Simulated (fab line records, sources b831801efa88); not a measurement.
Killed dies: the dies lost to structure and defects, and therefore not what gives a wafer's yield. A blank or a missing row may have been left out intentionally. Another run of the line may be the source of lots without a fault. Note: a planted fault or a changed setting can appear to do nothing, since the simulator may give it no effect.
8D (eight disciplines) problem report, filled in by code	flow sky130	the parts of the form that need people (team, actions taken, sign-off) are left out

== 1. PROBLEM STATEMENT ==
Mean of killedAtFrontEnd at SKY_PAD_OPEN_PROBE_99: 57 over 3 wafers from 1 lot, against 15 (standard deviation 4.7) on wafers with no fault. That puts it +9.0 standard deviations away from the usual mean.
First seen on wafer L417.2, day 48 17:28, on prober-01. At this step, 39 wafers from 13 lots have a number in the record. The rule behind "out" and "out of limits": a value lying over 4 standard deviations away from the usual mean. The rest of the wafers with a number are treated as sound.

== 2. WHAT THIS IS AND IS NOT ==
question	is	is not
which readings at this step	killedAtFrontEnd, killedDies	killed_at_M0_to_M3, killed_at_M4_up, killedAtContacts, killedAtOther, killedOpen, killedShort
which lots	L417	L405, L406, L407, L409, L410, L411, L412, L413, L415, L416, L425, L428
which wafers of those lots	all that have a number	-
read on which tools	prober-01	prober-02
when	from day 48 17:28	up to then (30 sound wafers); but 6 sound wafers of L425, L428 came after

== 3. WHAT RULES OUT EACH SUSPECT ==
Counting: any tool at a process step up to the reading is kept as a suspect provided that every lot that is out went through it and no sound lot did after the first of them.
- wetBench-02 at SKY_GATE_OXIDE_CLEAN_00 (cleans in SC1/SC2, time 150 s): kept. It ran the lot that is out, L417 (day 16 22:38), and no sound lot after that; its last sound lot up to then is L413 (day 16 03:36).
- pvdSputter-01 at SKY_METAL5_SPUTTER_04 (material TiN, target thk 70 nm, time 58.3 s): ruled out as a lasting fault. The sound lots L428 went through it after L417, its earliest lot that is out (day 46 03:36).
- rieMetal-01 at SKY_METAL5_DESCUM_14 (chemistry O2, time 11 s): ruled out as a lasting fault. The sound lots L428 went through it after L417, its earliest lot that is out (day 47 00:08).
- prober-01 at SKY_PAD_OPEN_PROBE_99: ruled out as a lasting fault. The sound lots L428 went through it after L417, its earliest lot that is out (day 48 17:28).
After counting, what remains is wetBench-02 at SKY_GATE_OXIDE_CLEAN_00.

== 4. THE CAUSE (what the simulator had put in) ==
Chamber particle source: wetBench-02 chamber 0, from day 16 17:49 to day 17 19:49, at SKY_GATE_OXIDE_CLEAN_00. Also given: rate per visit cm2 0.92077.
This tool alone remained once counting was done.

== 5. SEQUENCE OF EFFECTS, ordered by route ==
Rows list readings where the struck wafers' mean (over those with a number) sits beyond 3 standard deviations from the usual. Scope: only readings with a usual standard deviation given in the record; hours: median across lots of the time from each lot's start at the first step in this table that gives one to its start at this step; sigmas: change in usual standard deviations.
hours	step	reading	usual	on struck wafers	change	sigmas
0	SKY_PAD_OPEN_PROBE_99	killedAtFrontEnd	15	57	+42	+9.0
0	SKY_PAD_OPEN_PROBE_99	killedDies	86	130	+44	+5.2
The process steps in it:
- SKY_PAD_OPEN_PROBE_99

== 6. HOW IT WOULD HAVE BEEN CAUGHT EARLIER ==
768 hours passed between the start of the fault at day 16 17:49 and the first reading out of limits in this record, taken at day 48 17:28.
Of the tool readings at SKY_GATE_OXIDE_CLEAN_00 for which the record gives a usual standard deviation, none was out on any struck wafer, so an alarm limit of 4 standard deviations on them would not have fired.
All the lots that are out (1) had begun SKY_GATE_OXIDE_CLEAN_00 on wetBench-02 by day 48 17:28. Tool hold at that time: it would have spared none of them.
